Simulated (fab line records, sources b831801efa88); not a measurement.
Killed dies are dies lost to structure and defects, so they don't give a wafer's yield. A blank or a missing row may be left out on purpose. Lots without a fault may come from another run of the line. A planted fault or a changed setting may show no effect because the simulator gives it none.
Which tool did it? | flow gf180mcu | 24 lots, 72 wafers sampled, at 6 steps of a route of 602

WHAT THE GAUGES READ, wafer by wafer
GF_V4_THK_MEAS_01. Usual: V4_CVD_00_THK 600 nm, standard deviation 8.
lot  | measured     | on            | V4_CVD_00_THK (nm) | flag
L074 | day 23 04:52 | film_metro-04 | 589 599 594        |
L075 | day 23 11:46 | film_metro-02 | 587 589 585        |
L076 | day 23 22:13 | film_metro-01 | 586 586 593        |
L077 | day 24 06:46 | film_metro-04 | 598 583 583        |
L078 | day 24 22:12 | film_metro-04 | 597 600 606        |
L079 | day 25 04:52 | film_metro-04 | 593 614 601        |
L080 | day 25 12:09 | film_metro-04 | 595 603 603        |
L081 | day 25 23:23 | film_metro-01 | 596 592 592        |
L082 | day 26 03:59 | film_metro-02 | 606 597 612        |
L083 | day 26 09:55 | film_metro-02 | 590 594 595        |
L084 | day 26 21:57 | film_metro-01 | 594 588 594        |
L085 | day 27 06:28 | film_metro-02 | 607 601 604        |
L086 | day 27 10:53 | film_metro-01 | 607 598 599        |
L087 | day 27 18:07 | film_metro-04 | 595 602 594        |
L088 | day 28 02:43 | film_metro-02 | 595 601 608        |
L090 | day 29 08:46 | film_metro-04 | 617 602 609        |
L089 | day 28 19:24 | film_metro-04 | 603 598 586        |
L091 | day 29 06:35 | film_metro-01 | 601 616 614        |
L092 | day 29 08:02 | film_metro-01 | 610 605 606        |
L093 | day 29 14:52 | film_metro-04 | 612 604 601        |
L094 | day 29 21:50 | film_metro-04 | 597 608 603        |
L095 | day 29 22:28 | film_metro-02 | 603 600 597        |
L096 | day 30 08:49 | film_metro-04 | 597 609 598        |
L097 | day 30 11:14 | film_metro-01 | 600 596 596        |

GF_MIM_THK_MEAS_06. Usual: MIM_CVD_05_THK 42.1 nm, standard deviation 0.59.
lot  | measured     | on            | MIM_CVD_05_THK (nm) | flag
L074 | day 24 06:25 | film_metro-02 | 41.6 43.3 42.6      |
L075 | day 24 12:12 | film_metro-04 | 42.3 41.1 42.9      |
L076 | day 25 01:55 | film_metro-02 | 42.1 42.2 40.9      |
L077 | day 25 07:42 | film_metro-04 | 41.6 41.6 42.3      |
L078 | day 26 00:27 | film_metro-04 | 42.2 42.9 42.0      |
L079 | day 26 04:21 | film_metro-02 | 41.9 40.8 41.3      |
L080 | day 26 11:29 | film_metro-03 | 41.6 42.4 42.8      |
L081 | day 26 23:02 | film_metro-03 | 42.3 42.0 43.4      |
L082 | day 27 03:23 | film_metro-04 | 42.1 42.1 42.6      |
L083 | day 27 08:16 | film_metro-03 | 41.5 42.1 41.7      |
L084 | day 27 21:11 | film_metro-04 | 41.5 42.6 41.8      |
L085 | day 28 05:24 | film_metro-02 | 41.5 42.1 42.4      |
L086 | day 28 09:09 | film_metro-02 | 41.9 42.9 42.2      |
L087 | day 28 15:50 | film_metro-03 | 41.8 42.9 42.5      |
L088 | day 29 00:19 | film_metro-02 | 42.1 41.8 41.9      |
L090 | day 30 05:53 | film_metro-03 | 42.0 42.3 42.3      |
L089 | day 29 16:29 | film_metro-03 | 42.3 42.8 43.0      |
L091 | day 30 03:38 | film_metro-04 | 41.8 42.0 42.4      |
L092 | day 30 05:05 | film_metro-03 | 42.3 41.6 42.7      |
L093 | day 30 12:20 | film_metro-04 | 41.3 42.2 42.0      |
L094 | day 30 18:50 | film_metro-03 | 42.0 42.6 42.7      |
L095 | day 30 19:44 | film_metro-04 | 41.7 41.4 42.0      |
L096 | day 31 04:58 | film_metro-02 | 41.7 42.3 42.7      |
L097 | day 31 07:08 | film_metro-03 | 42.2 42.1 42.5      |

GF_PASSIVATION_THK_MEAS_03. Usual: PASSIVATION_CVD_02_THK 700 nm, standard deviation 9.6.
lot  | measured     | on            | PASSIVATION_CVD_02_THK (nm) | flag
L074 | day 28 00:18 | film_metro-04 | 706 706 716                 |
L075 | day 28 03:17 | film_metro-04 | 698 713 708                 |
L076 | day 28 15:50 | film_metro-04 | 708 712 703                 |
L077 | day 28 23:19 | film_metro-04 | 688 692 696                 |
L078 | day 29 14:56 | film_metro-01 | 691 702 695                 |
L079 | day 29 17:04 | film_metro-01 | 700 692 701                 |
L080 | day 29 23:29 | film_metro-01 | 692 694 705                 |
L081 | day 30 07:56 | film_metro-01 | 683 696 706                 |
L082 | day 30 13:27 | film_metro-01 | 690 681 697                 |
L083 | day 30 18:20 | film_metro-01 | 682 701 689                 |
L084 | day 31 03:59 | film_metro-01 | 696 703 699                 |
L085 | day 31 12:16 | film_metro-04 | 699 711 703                 |
L086 | day 31 15:56 | film_metro-02 | 692 729 715                 |
L087 | day 31 21:53 | film_metro-04 | 686 705 702                 |
L088 | day 32 05:32 | film_metro-02 | 707 699 718                 |
L090 | day 33 08:32 | film_metro-01 | 688 704 687                 |
L089 | day 32 18:45 | film_metro-04 | 705 706 707                 |
L091 | day 33 05:20 | film_metro-04 | 687 701 705                 |
L092 | day 33 06:28 | film_metro-04 | 699 691 704                 |
L093 | day 33 11:13 | film_metro-04 | 693 699 701                 |
L094 | day 33 18:10 | film_metro-04 | 696 684 709                 |
L095 | day 33 18:53 | film_metro-01 | 698 707 707                 |
L096 | day 34 03:31 | film_metro-02 | 700 706 713                 |
L097 | day 34 05:37 | film_metro-04 | 693 709 713                 |

WHICH TOOL RAN EACH LOT (tool, then ch and the chambers of the sampled wafers, then the start)
lot  | GF_M4_SPUTTER_01             | GF_M4_METAL_ETCH_16               | GF_M4_STRIP_17
L074 | pvd_sputter-04, day 22 05:10 | rie_metal-01 ch 0,1, day 23 04:08 | plasma_asher-03 ch 1, day 23 04:16
L075 | pvd_sputter-01, day 22 12:01 | rie_metal-01 ch 0,1, day 23 11:01 | plasma_asher-03 ch 0, day 23 11:08
L076 | pvd_sputter-03, day 22 22:04 | rie_metal-01 ch 0,1, day 23 21:27 | plasma_asher-02 ch 0,1, day 23 21:35
L077 | pvd_sputter-01, day 23 07:26 | rie_metal-04 ch 0,1, day 24 06:02 | plasma_asher-03 ch 0,1, day 24 06:10
L078 | pvd_sputter-01, day 23 23:11 | rie_metal-01 ch 0,1, day 24 21:28 | plasma_asher-02 ch 0,1, day 24 21:35
L079 | pvd_sputter-03, day 24 06:25 | rie_metal-02 ch 0,1, day 25 04:06 | plasma_asher-03 ch 0,1, day 25 04:14
L080 | pvd_sputter-03, day 24 14:04 | rie_metal-01 ch 0,1, day 25 11:24 | plasma_asher-03 ch 0,1, day 25 11:32
L081 | pvd_sputter-04, day 25 01:41 | rie_metal-02 ch 0,1, day 25 22:34 | plasma_asher-01 ch 0,1, day 25 22:42
L082 | pvd_sputter-04, day 25 05:35 | rie_metal-04 ch 0,1, day 26 03:15 | plasma_asher-01 ch 0,1, day 26 03:23
L083 | pvd_sputter-03, day 25 11:55 | rie_metal-02 ch 0,1, day 26 09:09 | plasma_asher-03 ch 0,1, day 26 09:17
L084 | pvd_sputter-01, day 25 23:56 | rie_metal-04 ch 0, day 26 21:07   | plasma_asher-01 ch 0,1, day 26 21:20
L085 | pvd_sputter-01, day 26 08:31 | rie_metal-04 ch 0, day 27 05:38   | plasma_asher-03 ch 0,1, day 27 05:52
L086 | pvd_sputter-04, day 26 13:26 | rie_metal-04 ch 0,1, day 27 10:09 | plasma_asher-03 ch 0,1, day 27 10:17
L087 | pvd_sputter-04, day 26 21:10 | rie_metal-02 ch 0,1, day 27 17:23 | plasma_asher-02 ch 0,1, day 27 17:31
L088 | pvd_sputter-03, day 27 06:07 | rie_metal-04 ch 0,1, day 28 01:51 | plasma_asher-02 ch 0,1, day 28 01:59
L090 | pvd_sputter-04, day 27 21:49 | rie_metal-01 ch 0,1, day 29 08:00 | plasma_asher-02 ch 0,1, day 29 08:08
L089 | pvd_sputter-01, day 27 23:04 | rie_metal-01 ch 0, day 28 18:39   | plasma_asher-03 ch 0, day 28 18:47
L091 | pvd_sputter-03, day 28 10:23 | rie_metal-02 ch 0, day 29 05:44   | plasma_asher-01 ch 0, day 29 05:58
L092 | pvd_sputter-03, day 28 12:05 | rie_metal-04 ch 0, day 29 07:18   | plasma_asher-03 ch 0,1, day 29 07:26
L093 | pvd_sputter-03, day 28 18:55 | rie_metal-01 ch 0,1, day 29 14:06 | plasma_asher-03 ch 0,1, day 29 14:14
L094 | pvd_sputter-01, day 29 01:58 | rie_metal-01 ch 0,1, day 29 21:06 | plasma_asher-02 ch 0,1, day 29 21:14
L095 | pvd_sputter-04, day 29 02:15 | rie_metal-04 ch 0,1, day 29 21:44 | plasma_asher-03 ch 0,1, day 29 21:52
L096 | pvd_sputter-01, day 29 13:50 | rie_metal-02 ch 0,1, day 30 08:05 | plasma_asher-01 ch 1, day 30 08:13
L097 | pvd_sputter-03, day 29 15:57 | rie_metal-01 ch 0, day 30 10:30   | plasma_asher-02 ch 0,1, day 30 10:38
- GF_M4_SPUTTER_01: material TiN, target thk 30 nm, time 25 s.
- GF_M4_METAL_ETCH_16: etches the open film in Cl2/BCl3, stops on SiO2, target depth 750.8 nm, time 125.1 s.
- GF_M4_STRIP_17: strips in O2/N2.

WHAT THE TOOLS THEMSELVES READ (means of the sampled wafers that have a number; where no wafer has one, the mark that the record gives instead)
GF_M4_SPUTTER_01. Usual: throttle_valve_pct 29.6 %, standard deviation 0.74.
lot  | tool           | throttle_valve_pct (%) | flag
L074 | pvd_sputter-04 | 29.2                   |
L075 | pvd_sputter-01 | 30.3                   |
L076 | pvd_sputter-03 | 29.4                   |
L077 | pvd_sputter-01 | 29.9                   |
L078 | pvd_sputter-01 | 30.0                   |
L079 | pvd_sputter-03 | 29.0                   |
L080 | pvd_sputter-03 | 28.9                   |
L081 | pvd_sputter-04 | 29.4                   |
L082 | pvd_sputter-04 | 29.3                   |
L083 | pvd_sputter-03 | 30.0                   |
L084 | pvd_sputter-01 | 29.8                   |
L085 | pvd_sputter-01 | 30.3                   |
L086 | pvd_sputter-04 | 29.5                   |
L087 | pvd_sputter-04 | 29.1                   |
L088 | pvd_sputter-03 | 29.7                   |
L090 | pvd_sputter-04 | 28.9                   |
L089 | pvd_sputter-01 | 29.9                   |
L091 | pvd_sputter-03 | 28.7                   |
L092 | pvd_sputter-03 | 29.8                   |
L093 | pvd_sputter-03 | 30.1                   |
L094 | pvd_sputter-01 | 30.2                   |
L095 | pvd_sputter-04 | 29.3                   |
L096 | pvd_sputter-01 | 30.1                   |
L097 | pvd_sputter-03 | 30.3                   |

GF_M4_METAL_ETCH_16. Usual: drypump_motor_current_A 5.9 A, standard deviation 0.42; oes_product_au 0.986 a.u., standard deviation 0.0083; throttle_valve_pct 28.234 %, standard deviation 0.012.
lot  | tool         | drypump_motor_current_A (A) | oes_product_au (a.u.) | throttle_valve_pct (%) | flag
L074 | rie_metal-01 | 5.6                         | 0.986                 | 28.237                 |
L075 | rie_metal-01 | 5.6                         | 0.983                 | 28.235                 |
L076 | rie_metal-01 | 5.9                         | 0.988                 | 28.231                 |
L077 | rie_metal-04 | 6.1                         | 0.987                 | 28.237                 |
L078 | rie_metal-01 | 5.6                         | 0.989                 | 28.231                 |
L079 | rie_metal-02 | 6.1                         | 0.975                 | 28.244                 |
L080 | rie_metal-01 | 5.9                         | 0.988                 | 28.233                 |
L081 | rie_metal-02 | 6.1                         | 0.982                 | 28.235                 |
L082 | rie_metal-04 | 5.8                         | 0.989                 | 28.229                 |
L083 | rie_metal-02 | 6.2                         | 0.985                 | 28.238                 |
L084 | rie_metal-04 | 5.4                         | 0.984                 | 28.238                 |
L085 | rie_metal-04 | 5.4                         | 0.980                 | 28.235                 |
L086 | rie_metal-04 | 5.8                         | 0.983                 | 28.236                 |
L087 | rie_metal-02 | 6.1                         | 0.974                 | 28.254                 |
L088 | rie_metal-04 | 6.1                         | 0.991                 | 28.228                 |
L090 | rie_metal-01 | 5.9                         | 0.988                 | 28.240                 |
L089 | rie_metal-01 | 6.1                         | 0.984                 | 28.245                 |
L091 | rie_metal-02 | 6.0                         | 0.979                 | 28.244                 |
L092 | rie_metal-04 | 5.5                         | 0.995                 | 28.237                 |
L093 | rie_metal-01 | 5.6                         | 0.986                 | 28.227                 |
L094 | rie_metal-01 | 5.9                         | 0.984                 | 28.229                 |
L095 | rie_metal-04 | 5.8                         | 0.994                 | 28.226                 |
L096 | rie_metal-02 | 6.2                         | 0.989                 | 28.224                 |
L097 | rie_metal-01 | 6.1                         | 0.980                 | 28.246                 |

GF_M4_STRIP_17. Usual: drypump_motor_current_A 6.2 A, standard deviation 0.42; heater_power_w 311 W, standard deviation 28; oes_product_au 0.540 a.u., standard deviation 0.0052; strip_time_to_endpoint_s 7.44 s, standard deviation 0.059.
lot  | tool            | drypump_motor_current_A (A) | heater_power_w (W) | oes_product_au (a.u.) | strip_time_to_endpoint_s (s) | flag
L074 | plasma_asher-03 | 6.6                         | 300                | 0.541                 | 7.40                         |
L075 | plasma_asher-03 | 6.4                         | 288                | 0.531                 | 7.45                         |
L076 | plasma_asher-02 | 5.6                         | 354                | 0.542                 | 7.43                         |
L077 | plasma_asher-03 | 6.5                         | 290                | 0.534                 | 7.42                         |
L078 | plasma_asher-02 | 5.6                         | 352                | 0.537                 | 7.42                         |
L079 | plasma_asher-03 | 6.6                         | 295                | 0.547                 | 7.54                         |
L080 | plasma_asher-03 | 6.5                         | 293                | 0.538                 | 7.40                         |
L081 | plasma_asher-01 | 6.1                         | 316                | 0.538                 | 7.48                         |
L082 | plasma_asher-01 | 6.1                         | 315                | 0.542                 | 7.47                         |
L083 | plasma_asher-03 | 6.5                         | 293                | 0.542                 | 7.51                         |
L084 | plasma_asher-01 | 6.1                         | 290                | 0.540                 | 7.47                         |
L085 | plasma_asher-03 | 6.5                         | 297                | 0.534                 | 7.44                         |
L086 | plasma_asher-03 | 6.5                         | 297                | 0.545                 | 7.43                         |
L087 | plasma_asher-02 | 5.6                         | 351                | 0.542                 | 7.49                         |
L088 | plasma_asher-02 | 5.8                         | 335                | 0.541                 | 7.41                         |
L090 | plasma_asher-02 | 5.8                         | 344                | 0.543                 | 7.43                         |
L089 | plasma_asher-03 | 6.4                         | 295                | 0.542                 | 7.48                         |
L091 | plasma_asher-01 | 6.1                         | 339                | 0.543                 | 7.53                         |
L092 | plasma_asher-03 | 6.5                         | 295                | 0.536                 | 7.41                         |
L093 | plasma_asher-03 | 6.6                         | 298                | 0.538                 | 7.43                         |
L094 | plasma_asher-02 | 5.6                         | 351                | 0.541                 | 7.42                         |
L095 | plasma_asher-03 | 6.6                         | 295                | 0.541                 | 7.45                         |
L096 | plasma_asher-01 | 6.1                         | 274                | 0.539                 | 7.36                         |
L097 | plasma_asher-02 | 5.6                         | 350                | 0.541                 | 7.47                         |

THE ANSWER, worked out from the rows above alone
Rule: a lot is off if the mean of its wafers that have a number lies more than 3 standard deviations from the usual mean. A lot without any number at a reading at which 4 lots or more have one is off too. The other lots that the step has rows for count as sound. The gauges are gone through in route order, then the tools' own readings, and for those a lot's mean is taken as printed above. The first step at which some lot is off is used, and at that step the reading that is off furthest; a lot without a number counts as furthest.
No lot is off at any reading shown: from this, nothing can be told.

WHAT THE SIMULATOR HAD PUT IN
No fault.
